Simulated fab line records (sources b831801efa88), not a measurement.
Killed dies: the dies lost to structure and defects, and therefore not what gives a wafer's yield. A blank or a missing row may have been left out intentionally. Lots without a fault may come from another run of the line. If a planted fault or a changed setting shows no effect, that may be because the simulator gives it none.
Problem report, 8D (eight disciplines) form, completed by code || flow sky130 || the parts of the form that need people (team, actions taken, sign-off) are left out

## 1. THE ISSUE
At SKY_VIA1_CMP_24, overpolishRunS averages 0.042 s over 2 wafers from 2 lots, while fault-free wafers read 15.000 s, standard deviation 0.0087. That is -99 or more standard deviations from the usual mean.
The step: polishes, stops on SiO2, t overpolish 15 s, target thk 0 nm.
Seen first at day 38 16:52 on cmp-01, wafer L777.1. Wafers with a number at this step in the record: 34, from 12 lots. By rule, "out" or "out of limits" means more than 4 standard deviations away from the usual mean. The rest of the wafers with a number are treated as sound.

## 2. WHAT IT IS, WHAT IT ISN'T
{"question": "which readings at this step", "is": "overpolishRunS, timeToEndpointS", "is not": "edgeZonePressureFrac, motorCurrentA"}
{"question": "which lots", "is": "L777, L778", "is not": "L767, L768, L769, L770, L771, L772, L775, L785, L787, L788"}
{"question": "which wafers of those lots", "is": "L777.1, L778.1", "is not": "L777.2, L778.3"}
{"question": "read on which tools", "is": "cmp-01", "is not": "cmp-02"}
{"question": "when", "is": "from day 38 16:52", "is not": "up to then (22 sound wafers); but 10 sound wafers of L778, L785, L787, L788 came after"}

## 3. THE SUSPECTS, EACH WITH WHAT RULES IT OUT
Counting: any tool at a process step up to the reading remains a suspect provided it ran every lot that is out. Sound lots after the first of them don't rule it out here, since some wafers of a struck lot are sound.
- pvdSputter-02 at SKY_VIA1_SPUTTER_20 (material TiN, target thk 20 nm, time 80 s): kept. It ran every lot that is out, first L777 (day 38 16:32); its last sound lot up to then is L770 (day 36 12:13).
- cmp-01 at SKY_VIA1_CMP_24 (polishes, stops on SiO2, t overpolish 15 s, target thk 0 nm): kept. It ran every lot that is out, first L777 (day 38 16:52); its last sound lot up to then is L775 (day 38 01:06). On those wafers its own readings are out: overpolishRunS, timeToEndpointS.
- Within cmp-01 at SKY_VIA1_CMP_24: the wafers that are out ran in chambers 0, 1; their sound lot-mates ran in chambers 2, 3.
After counting, pvdSputter-02 at SKY_VIA1_SPUTTER_20 and cmp-01 at SKY_VIA1_CMP_24 remain.

## 4. THE CAUSE (what the simulator had put in)
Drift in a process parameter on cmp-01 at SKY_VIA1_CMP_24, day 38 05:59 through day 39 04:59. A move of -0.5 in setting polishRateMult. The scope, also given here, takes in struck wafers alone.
After counting, 2 suspects remain, this tool included.

## 5. THE EFFECT CHAIN, in route order
Rows list readings where the struck wafers' mean (over those with a number) sits beyond 3 standard deviations from the usual. Scope: only readings with a usual standard deviation given in the record; hours: median across lots of the time from each lot's start at the first step in this table that gives one to its start at this step; sigmas: change in usual standard deviations.
{"hours": 0, "step": "SKY_VIA1_CMP_24", "reading": "overpolishRunS", "usual": "15.000 s", "on struck wafers": 0.042, "change": -14.957, "sigmas": "-99 or more"}
{"hours": 0, "step": "SKY_VIA1_CMP_24", "reading": "timeToEndpointS", "usual": "65 s", "on struck wafers": 105, "change": "+40", "sigmas": "+13"}
{"hours": 262, "step": "SKY_PAD_OPEN_PROBE_99", "reading": "defectLimitedYield", "usual": "82.7 %", "on struck wafers": 0.0, "change": -82.7, "sigmas": -44}
{"hours": 262, "step": "SKY_PAD_OPEN_PROBE_99", "reading": "killed_at_M0_to_M3", "usual": 44, "on struck wafers": 450, "change": "+406", "sigmas": "+56"}
{"hours": 262, "step": "SKY_PAD_OPEN_PROBE_99", "reading": "killedDies", "usual": 85, "on struck wafers": 492, "change": "+407", "sigmas": "+45"}
{"hours": 262, "step": "SKY_PAD_OPEN_PROBE_99", "reading": "killedOnRim", "usual": 17, "on struck wafers": 96, "change": "+79", "sigmas": "+21"}
{"hours": 262, "step": "SKY_PAD_OPEN_PROBE_99", "reading": "sort_bin_3_pad_short", "usual": "0.9 %", "on struck wafers": 81.4, "change": "+80.5", "sigmas": "+99 or more"}
{"hours": 262, "step": "SKY_PAD_OPEN_PROBE_99", "reading": "sortNPass", "usual": 407, "on struck wafers": 0, "change": -407, "sigmas": -45}
{"hours": 262, "step": "SKY_PAD_OPEN_PROBE_99", "reading": "sortYieldPct", "usual": "82.7 %", "on struck wafers": 0.0, "change": -82.7, "sigmas": -44}
Process steps it contains:
- SKY_VIA1_CMP_24: polishes, stops on SiO2, t overpolish 15 s, target thk 0 nm.
- SKY_PAD_OPEN_PROBE_99

## 6. HOW IT WOULD HAVE BEEN CAUGHT EARLIER
In this record no reading fell out of limits until day 38 16:52, 11 hours after the fault had begun at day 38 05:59.
